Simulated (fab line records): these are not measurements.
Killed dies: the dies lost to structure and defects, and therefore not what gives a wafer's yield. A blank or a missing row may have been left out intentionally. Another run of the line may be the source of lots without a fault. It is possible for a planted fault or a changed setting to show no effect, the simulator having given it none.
Which tool was responsible? / flow sky130 / 13 lots with 39 wafers sampled at 5 steps, on a route of 708 steps

== WHAT THE GAUGES SHOWED, per wafer ==
SKY_POLY_GATE_CD_MEAS_22. Usual: cd nm at 150.2 nm, with a standard deviation of 1.9.
lot=L106; measured=day 16 11:04; on=cd sem-01; cd nm (nm)=147.4 148.5 148.5; flag=
lot=L107; measured=day 16 22:04; on=cd sem-02; cd nm (nm)=148.7 150.3 153.8; flag=
lot=L108; measured=day 17 00:50; on=cd sem-01; cd nm (nm)=152.1 151.1 151.2; flag=
lot=L109; measured=day 17 12:28; on=cd sem-02; cd nm (nm)=151.9 151.5 150.9; flag=
lot=L110; measured=day 18 00:35; on=cd sem-01; cd nm (nm)=151.2 151.6 152.5; flag=
lot=L113; measured=day 19 05:41; on=cd sem-01; cd nm (nm)=146.5 150.2 148.7; flag=
lot=L115; measured=day 19 21:58; on=cd sem-02; cd nm (nm)=148.2 150.4 148.9; flag=
lot=L121; measured=day 22 16:26; on=cd sem-02; cd nm (nm)=151.5 151.5 151.3; flag=
lot=L123; measured=day 24 01:04; on=cd sem-01; cd nm (nm)=151.8 149.2 152.1; flag=
lot=L125; measured=day 24 05:20; on=cd sem-02; cd nm (nm)=151.0 150.8 150.2; flag=
lot=L124; measured=day 24 05:22; on=cd sem-01; cd nm (nm)=150.1 149.8 149.5; flag=
lot=L127; measured=day 24 05:34; on=cd sem-02; cd nm (nm)=151.9 151.2 151.5; flag=
lot=L128; measured=day 25 05:33; on=cd sem-02; cd nm (nm)=147.6 147.7 146.6; flag=

SKY_LDD_LDN_OVL_MEAS_07. Usual: LDD_LDN_OVL gives -0.3 nm (standard deviation 1.4).
lot=L106; measured=day 22 18:05; on=overlay-01; LDD_LDN_OVL (nm)=0.1 1.6 0.3; flag=
lot=L107; measured=day 23 15:41; on=overlay-02; LDD_LDN_OVL (nm)=0.6 1.0 0.2; flag=
lot=L108; measured=day 23 17:53; on=overlay-01; LDD_LDN_OVL (nm)=0.3 1.3 0.3; flag=
lot=L109; measured=day 23 21:50; on=overlay-01; LDD_LDN_OVL (nm)=1.1 2.9 -0.2; flag=
lot=L110; measured=day 24 02:56; on=overlay-01; LDD_LDN_OVL (nm)=-1.7 -0.9 -1.8; flag=
lot=L113; measured=day 25 08:14; on=overlay-02; LDD_LDN_OVL (nm)=1.6 -1.3 -0.4; flag=
lot=L115; measured=day 26 09:32; on=overlay-01; LDD_LDN_OVL (nm)=-0.8 0.7 0.4; flag=
lot=L121; measured=day 28 21:32; on=overlay-02; LDD_LDN_OVL (nm)=1.7 -0.8 -2.4; flag=
lot=L123; measured=day 30 03:53; on=overlay-01; LDD_LDN_OVL (nm)=0.6 -0.1 -0.8; flag=
lot=L125; measured=day 30 07:32; on=overlay-02; LDD_LDN_OVL (nm)=0.1 -1.8 -0.4; flag=
lot=L124; measured=day 30 06:32; on=overlay-01; LDD_LDN_OVL (nm)=0.2 0.3 0.9; flag=
lot=L127; measured=day 30 08:51; on=overlay-01; LDD_LDN_OVL (nm)=-0.9 0.7 -0.3; flag=
lot=L128; measured=day 31 06:20; on=overlay-01; LDD_LDN_OVL (nm)=-1.5 0.3 2.6; flag=

SKY_POLY_CUT_OVL_MEAS_09. Usual: POLY_CUT_OVL gives -4 nm (standard deviation 5.2).
lot=L106; measured=day 24 04:24; on=overlay-02; POLY_CUT_OVL (nm)=-2 -10 -10; flag=
lot=L107; measured=day 24 23:18; on=overlay-02; POLY_CUT_OVL (nm)=0 -5 -4; flag=
lot=L108; measured=day 25 01:44; on=overlay-02; POLY_CUT_OVL (nm)=-3 -6 -1; flag=
lot=L109; measured=day 25 07:28; on=overlay-01; POLY_CUT_OVL (nm)=-3 -9 -9; flag=
lot=L110; measured=day 25 11:51; on=overlay-02; POLY_CUT_OVL (nm)=4 1 2; flag=
lot=L113; measured=day 26 17:00; on=overlay-01; POLY_CUT_OVL (nm)=-7 -10 -18; flag=
lot=L115; measured=day 27 16:54; on=overlay-01; POLY_CUT_OVL (nm)=-8 -12 -6; flag=
lot=L121; measured=day 30 04:29; on=overlay-01; POLY_CUT_OVL (nm)=-10 -2 -11; flag=
lot=L123; measured=day 31 10:21; on=overlay-02; POLY_CUT_OVL (nm)=1 2 0; flag=
lot=L125; measured=day 31 13:20; on=overlay-01; POLY_CUT_OVL (nm)=6 -2 -6; flag=
lot=L124; measured=day 31 12:13; on=overlay-01; POLY_CUT_OVL (nm)=-4 5 -6; flag=
lot=L127; measured=day 31 15:13; on=overlay-01; POLY_CUT_OVL (nm)=-4 -13 -8; flag=
lot=L128; measured=day 32 13:13; on=overlay-01; POLY_CUT_OVL (nm)=1 -2 3; flag=

SKY_SD_P_CD_MEAS_07: target cd 380 nm. Usual: cd nm at 380.4 nm, with a standard deviation of 2.7.
lot=L106; measured=day 25 09:08; on=cd sem-01; cd nm (nm)=379.4 381.4 377.6; flag=
lot=L107; measured=day 26 04:11; on=cd sem-02; cd nm (nm)=385.1 387.0 384.4; flag=
lot=L108; measured=day 26 07:01; on=cd sem-01; cd nm (nm)=384.2 385.0 384.3; flag=
lot=L109; measured=day 26 12:47; on=cd sem-02; cd nm (nm)=379.9 384.3 382.5; flag=
lot=L110; measured=day 26 17:10; on=cd sem-01; cd nm (nm)=379.6 378.5 377.2; flag=
lot=L113; measured=day 27 21:35; on=cd sem-02; cd nm (nm)=404.2 404.7 407.3 404.1 404.5 407.3; flag=OFF
lot=L115; measured=day 28 20:44; on=cd sem-02; cd nm (nm)=381.7 381.1 379.1; flag=
lot=L121; measured=day 31 08:01; on=cd sem-01; cd nm (nm)=378.9 378.0 377.0; flag=
lot=L123; measured=day 32 14:40; on=cd sem-01; cd nm (nm)=384.9 384.6 385.6; flag=
lot=L125; measured=day 32 16:55; on=cd sem-02; cd nm (nm)=380.0 377.2 378.1; flag=
lot=L124; measured=day 32 15:42; on=cd sem-02; cd nm (nm)=378.1 378.1 377.9; flag=
lot=L127; measured=day 32 18:52; on=cd sem-02; cd nm (nm)=379.8 380.5 381.1; flag=
lot=L128; measured=day 33 16:23; on=cd sem-02; cd nm (nm)=381.9 380.9 382.8; flag=

== WHICH TOOL RAN EACH LOT (tool, then ch and the chambers of the sampled wafers, then the start) ==
lot=L106; SKY_SD_P_EXPOSE_04=iline stepper-02 ch 0, day 24 20:44
lot=L107; SKY_SD_P_EXPOSE_04=iline stepper-02 ch 0, day 25 11:53
lot=L108; SKY_SD_P_EXPOSE_04=iline stepper-01 ch 0, day 25 14:08
lot=L109; SKY_SD_P_EXPOSE_04=iline stepper-01 ch 0, day 25 21:51
lot=L110; SKY_SD_P_EXPOSE_04=iline stepper-02 ch 0, day 26 04:41
lot=L113; SKY_SD_P_EXPOSE_04=iline stepper-01 ch 0, day 27 09:02
lot=L115; SKY_SD_P_EXPOSE_04=iline stepper-02 ch 0, day 28 05:26
lot=L121; SKY_SD_P_EXPOSE_04=iline stepper-02 ch 0, day 30 17:15
lot=L123; SKY_SD_P_EXPOSE_04=iline stepper-01 ch 0, day 31 23:15
lot=L125; SKY_SD_P_EXPOSE_04=iline stepper-02 ch 0, day 32 03:29
lot=L124; SKY_SD_P_EXPOSE_04=iline stepper-01 ch 0, day 32 01:09
lot=L127; SKY_SD_P_EXPOSE_04=iline stepper-01 ch 0, day 32 05:54
lot=L128; SKY_SD_P_EXPOSE_04=iline stepper-02 ch 0, day 33 01:44
- SKY_SD_P_EXPOSE_04: exposes mask PSDM, target cd 380 nm.

== AS READ BY THE TOOLS THEMSELVES (means over the sampled wafers that have a number; for cases with no such wafer, the mark the record gives instead) ==
SKY_SD_P_EXPOSE_04. Usual: stage vel mm s 500.03 mm/s, standard deviation 0.24.
lot=L106; tool=iline stepper-02; stage vel mm s (mm/s)=499.82; flag=
lot=L107; tool=iline stepper-02; stage vel mm s (mm/s)=500.30; flag=
lot=L108; tool=iline stepper-01; stage vel mm s (mm/s)=500.05; flag=
lot=L109; tool=iline stepper-01; stage vel mm s (mm/s)=500.06; flag=
lot=L110; tool=iline stepper-02; stage vel mm s (mm/s)=499.90; flag=
lot=L113; tool=iline stepper-01; stage vel mm s (mm/s)=500.18; flag=
lot=L115; tool=iline stepper-02; stage vel mm s (mm/s)=499.85; flag=
lot=L121; tool=iline stepper-02; stage vel mm s (mm/s)=500.04; flag=
lot=L123; tool=iline stepper-01; stage vel mm s (mm/s)=500.06; flag=
lot=L125; tool=iline stepper-02; stage vel mm s (mm/s)=499.81; flag=
lot=L124; tool=iline stepper-01; stage vel mm s (mm/s)=499.78; flag=
lot=L127; tool=iline stepper-01; stage vel mm s (mm/s)=500.27; flag=
lot=L128; tool=iline stepper-02; stage vel mm s (mm/s)=499.81; flag=

== THE ANSWER, worked out from the rows above alone ==
Rule: a lot counts as off when the mean over its wafers that have a number is more than 3 standard deviations away from the usual mean. Also off: a lot with no number at a reading for which 4 or more lots have one. The other lots that the step has rows for count as sound. First the gauges in route order, then the tools' own readings, where a lot's mean is used as printed above. At the first step where some lot is off, the reading lying furthest off is the one used; lots without a number count as furthest.
Off: L113, at SKY_SD_P_CD_MEAS_07 (cd nm).
A tool fits if, at a process step before that reading, it ran every lot that is off, and no sound lot after the first of them. Those tools and the gauges at SKY_SD_P_CD_MEAS_07 are tried in the same way. Not one of the candidates tried fits.

== WHAT THE SIMULATOR HAD PUT IN ==
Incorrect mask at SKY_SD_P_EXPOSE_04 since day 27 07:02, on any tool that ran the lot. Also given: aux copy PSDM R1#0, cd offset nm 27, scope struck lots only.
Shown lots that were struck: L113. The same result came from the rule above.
